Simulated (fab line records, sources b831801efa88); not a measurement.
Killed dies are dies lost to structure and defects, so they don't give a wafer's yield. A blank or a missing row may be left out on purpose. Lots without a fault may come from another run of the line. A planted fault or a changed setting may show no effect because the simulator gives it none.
Which tool did it? | flow gf180mcu | 14 lots, 42 wafers sampled, at 2 steps of a route of 602

WHAT THE GAUGES READ, wafer by wafer
GF_M3_RS_MEAS_05: measures by four-point-probe.
lot  | measured     | on            | M3_ALCU_RS (ohm/sq)
L590 | day 20 09:59 | film_metro-04 | 0.0696 0.0703 0.0696
L591 | day 20 15:26 | film_metro-01 | 0.0701 0.0697 0.0705
L592 | day 21 01:04 | film_metro-01 | 0.0693 0.0694 0.0696
L593 | day 21 21:37 | film_metro-03 | 0.0698 0.0696 0.0698
L594 | day 22 08:20 | film_metro-04 | 0.0700 0.0701 0.0706
L603 | day 25 05:16 | film_metro-04 | 0.0689 0.0702 0.0707
L604 | day 25 11:37 | film_metro-04 | 0.0717 0.0722 0.0718
L605 | day 25 18:53 | film_metro-01 | 0.0681 0.0690 0.0687
L606 | day 26 03:49 | film_metro-03 | 0.0698 0.0704 0.0703
L608 | day 26 23:56 | film_metro-04 | 0.0711 0.0707 0.0704
L610 | day 27 05:26 | film_metro-03 | 0.0715 0.0717 0.0715
L611 | day 27 12:29 | film_metro-01 | 0.0706 0.0693 0.0709
L612 | day 27 17:23 | film_metro-01 | 0.0685 0.0688 0.0687
L613 | day 28 04:49 | film_metro-01 | 0.0708 0.0698 0.0696

GF_V3_OVL_MEAS_15.
lot  | measured     | on         | V3_OVL (nm)
L590 | day 22 11:31 | overlay-02 | 0 -5 2
L591 | day 22 16:35 | overlay-02 | 1 -6 -4
L592 | day 23 02:02 | overlay-01 | 13 4 5
L593 | day 23 20:59 | overlay-01 | -6 3 -3
L594 | day 24 06:02 | overlay-02 | 2 -1 0
L603 | day 27 00:49 | overlay-01 | -5 -2 -4
L604 | day 27 06:16 | overlay-02 | -2 -15 -6
L605 | day 27 13:05 | overlay-02 | -5 2 -8
L606 | day 27 22:40 | overlay-02 | -1 1 -13
L608 | day 28 17:11 | overlay-02 | -6 -6 -4
L610 | day 28 21:46 | overlay-01 | -1 2 -2
L611 | day 29 04:53 | overlay-02 | -4 -4 -1
L612 | day 29 09:37 | overlay-01 | 7 14 8
L613 | day 29 20:05 | overlay-01 | -12 -9 -9

WHICH TOOL RAN EACH LOT (tool, then ch and the chambers of the sampled wafers, then the start)
The record holds no process step before these readings.

WHAT THE TOOLS THEMSELVES READ (means of the sampled wafers that have a number; where no wafer has one, the mark that the record gives instead)
The record holds no such reading with a usual standard deviation.

THE ANSWER, worked out from the rows above alone
Rule: what is usual is taken from the lots themselves. Put in order of their means at a reading, lots are off if they are a third of the lots or fewer, leave a main group of 4 or more, and stand apart from it by a gap of 3 or more times the standard deviation of the main group's means; of several such gaps the widest counts. A main group whose means are all the same, to the digits that the tables above print for the reading, isn't used. A lot without any number at a reading at which 4 lots or more have one is off too. The other lots that the step has rows for count as sound. The gauges are gone through in route order, then the tools' own readings, and for those a lot's mean is taken as printed above. The first step at which some lot is off is used, and at that step the reading that is off furthest; a lot without a number counts as furthest.
No lot is off at any reading shown: from this, nothing can be told.

WHAT THE SIMULATOR HAD PUT IN
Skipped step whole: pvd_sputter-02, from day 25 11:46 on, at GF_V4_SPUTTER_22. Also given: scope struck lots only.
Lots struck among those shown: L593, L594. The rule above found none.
